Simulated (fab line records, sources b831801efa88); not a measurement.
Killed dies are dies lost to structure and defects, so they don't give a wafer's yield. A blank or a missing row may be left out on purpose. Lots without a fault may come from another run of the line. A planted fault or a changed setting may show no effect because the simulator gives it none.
Chamber matching | flow sky130 | SKY_VIA2_CMP_24 on cmp-01: 4 sister chambers
The step polishes, stops on SiO2, t overpolish 20 s, target thk 0 nm. 4 wafers are shown with their chamber, then 10 later ones without.

WAFERS WITH THEIR CHAMBER
wafer  | chamber | motor_current_A (A)
L385.6 | 2       | 8.4
L388.3 | 0       | 12.2
L390.2 | 3       | 11.9
L390.3 | 1       | 12.7

WAFERS WITHOUT THEIR CHAMBER
wafer  | motor_current_A (A)
L390.4 | 11.7
L391.1 | 11.8
L391.3 | 8.3
L391.4 | 13.8
L393.3 | 8.2
L393.4 | 11.8
L393.6 | 13.9
L397.1 | 11.9
L397.3 | 12.0
L397.5 | 12.3

WHICH CHAMBER EACH WENT THROUGH
wafer  | from the rows above          | in truth
L390.4 | can't be placed: 3 or 0 or 1 | 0
L391.1 | can't be placed: 3 or 0 or 1 | 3
L391.3 | 2                            | 2
L391.4 | can't be placed: 1 or 0 or 3 | 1
L393.3 | 2                            | 2
L393.4 | can't be placed: 3 or 0 or 1 | 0
L393.6 | can't be placed: 1 or 0 or 3 | 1
L397.1 | can't be placed: 3 or 0 or 1 | 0
L397.3 | can't be placed: 3 or 0 or 1 | 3
L397.5 | can't be placed: 0 or 1 or 3 | 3
Placed correctly: 2 of 10. Can't be placed from these rows: 8 (the true chamber is among the candidates in 8). Placed wrongly: 0.
How it was worked out, from the rows above alone: a wafer's distance from a chamber is the root of the sum, over the readings, of the square of ((its reading less the chamber's mean) divided by the reading's scatter). The wafer belongs to the nearest chamber; if the next one is less than 2 further off, it can't be placed. A chamber's mean is the mean of its shown wafers. The scatter: with one shown wafer a chamber, the root of the mean of the squares of how far each hidden wafer lies from its nearest shown one.
